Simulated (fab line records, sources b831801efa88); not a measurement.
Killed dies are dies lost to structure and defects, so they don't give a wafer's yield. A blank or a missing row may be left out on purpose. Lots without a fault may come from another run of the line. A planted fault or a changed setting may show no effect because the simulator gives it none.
A struck lot beside a sound one | flow sky130 | 18 steps out of a route of 708
Sound: wafers L595.1, L595.3, L595.4. Struck: wafers L604.1, L604.3, L604.4. The cause comes at the end.
At each step with rows: each side's tool, then ch and its chambers, then its first start. Under that, the readings that differ: sound wafers | struck wafers | difference of the means | sigmas: that difference in standard deviations of wafers without a fault.
alike: readings whose means differ by less than 2 such deviations, and words and numbers that are the same on both sides. not compared: withheld readings, readings that some wafer has no value for, bounds like >300 that may hide the same value, and numbers for which the record gives no deviation and whose values overlap.
The two part at a step that has a row with sigmas, a row that says differs or no value, or rows on one side only. Numbers that don't overlap but have no deviation are shown without sigmas and don't part them. A reading that every wafer of one side lacks parts them only if that side has two wafers or more.

first, 1 step without rows for these wafers: SKY_VIA4_ETCH_12 (etches SiO2 in C4F8/O2/Ar, stops on TiN, target depth 580 nm).
SKY_VIA4_STRIP_13: strips in O2/N2.
  sound on plasma_asher-03 ch 0,1, day 43 08:33; struck on plasma_asher-04 ch 0,1, day 45 12:47
  alike: drypump_motor_current_A, oes_product_au, strip_time_to_endpoint_s
  not compared: rf_hours_counter_h
then, 4 steps without rows for these wafers: SKY_VIA4_STRIP_14 (strips in post etch residue remover, time 1200 s); SKY_VIA4_CLEAN_15 (cleans in IPA, time 180 s); SKY_VIA4_CLEAN_16 (cleans in O3/DIW); SKY_VIA4_SPUTTER_17 (material TiN, target thk 20 nm, time 80 s).
SKY_VIA4_CVD_18: deposits W, target thk 505 nm, time 152.14 s.
  sound on cvd_w-02 ch 0,1, day 43 09:13; struck on cvd_w-02 ch 0,1, day 45 13:27
  alike: chamber_pressure_Torr, heater_power_w
SKY_VIA4_RS_MEAS_19: measures by four-point-probe.
  sound on film_metro-02, day 43 09:22; struck on film_metro-03, day 45 13:36
  alike: VIA4_W_RS
SKY_VIA4_THK_MEAS_20: measures by xrf.
  sound on film_metro-02, day 43 09:29; struck on film_metro-03, day 45 13:43
  alike: VIA4_W_THK
SKY_VIA4_CMP_21: polishes, stops on SiO2, t overpolish 25 s, target thk 0 nm.
  sound on cmp-01 ch 0,1,3, day 43 09:34; struck on cmp-01 ch 0,2,3, day 45 13:47
  alike: edge_zone_pressure_frac, motor_current_A, overpolish_run_s, time_to_endpoint_s
SKY_METAL5_SPUTTER_00: material Ti, target thk 15 nm, time 10 s.
  sound on pvd_sputter-02, day 43 09:52; struck on pvd_sputter-02, day 45 14:05
  alike: cathode_dc_power_W, chamber_pressure_pa, throttle_valve_pct
then, 1 step without rows for these wafers: SKY_METAL5_SPUTTER_01 (material TiN, target thk 20 nm, time 16.7 s).
SKY_METAL5_SPUTTER_02: material AlCu, target thk 1150 nm, time 61.2 s.
  sound on pvd_sputter-02, day 43 09:55; struck on pvd_sputter-02, day 45 14:08
  no value came back on the struck wafers for cathode_dc_power_W (W), chamber_pressure_pa (Pa), throttle_valve_pct (%); on the sound wafers cathode_dc_power_W (W) reads 10597 10600 10596
then, 1 step without rows for these wafers: SKY_METAL5_SPUTTER_03 (material Ti, target thk 5 nm, time 3.3 s).
SKY_METAL5_SPUTTER_04: material TiN, target thk 70 nm, time 58.3 s.
  sound on pvd_sputter-02, day 43 09:59; struck on pvd_sputter-02, day 45 14:12
  alike: cathode_dc_power_W, chamber_pressure_pa, throttle_valve_pct
SKY_METAL5_RS_MEAS_05: measures by four-point-probe.
  sound on film_metro-02, day 43 10:02; struck on film_metro-02, day 45 14:15
  reading                 | sound                   | struck               | difference | sigmas
  METAL5_ALCU_RS (ohm/sq) | 0.02704 0.02709 0.02734 | 8.6495 8.6469 8.6244 | +8.6131    | +99 or more
SKY_METAL5_THK_MEAS_06: measures by xrf.
  sound on film_metro-02, day 43 10:09; struck on film_metro-02, day 45 14:22
  reading              | sound          | struck   | difference | sigmas
  METAL5_ALCU_THK (nm) | 1161 1150 1137 | <0 <0 <0 | differs    |
then, 1 step without rows for these wafers: SKY_METAL5_DEHYDRATE_07 (time 60 s).

WHERE THEY PART
First at SKY_METAL5_SPUTTER_02; last, within this record, at SKY_METAL5_THK_MEAS_06.

WHY: what the simulator had put in
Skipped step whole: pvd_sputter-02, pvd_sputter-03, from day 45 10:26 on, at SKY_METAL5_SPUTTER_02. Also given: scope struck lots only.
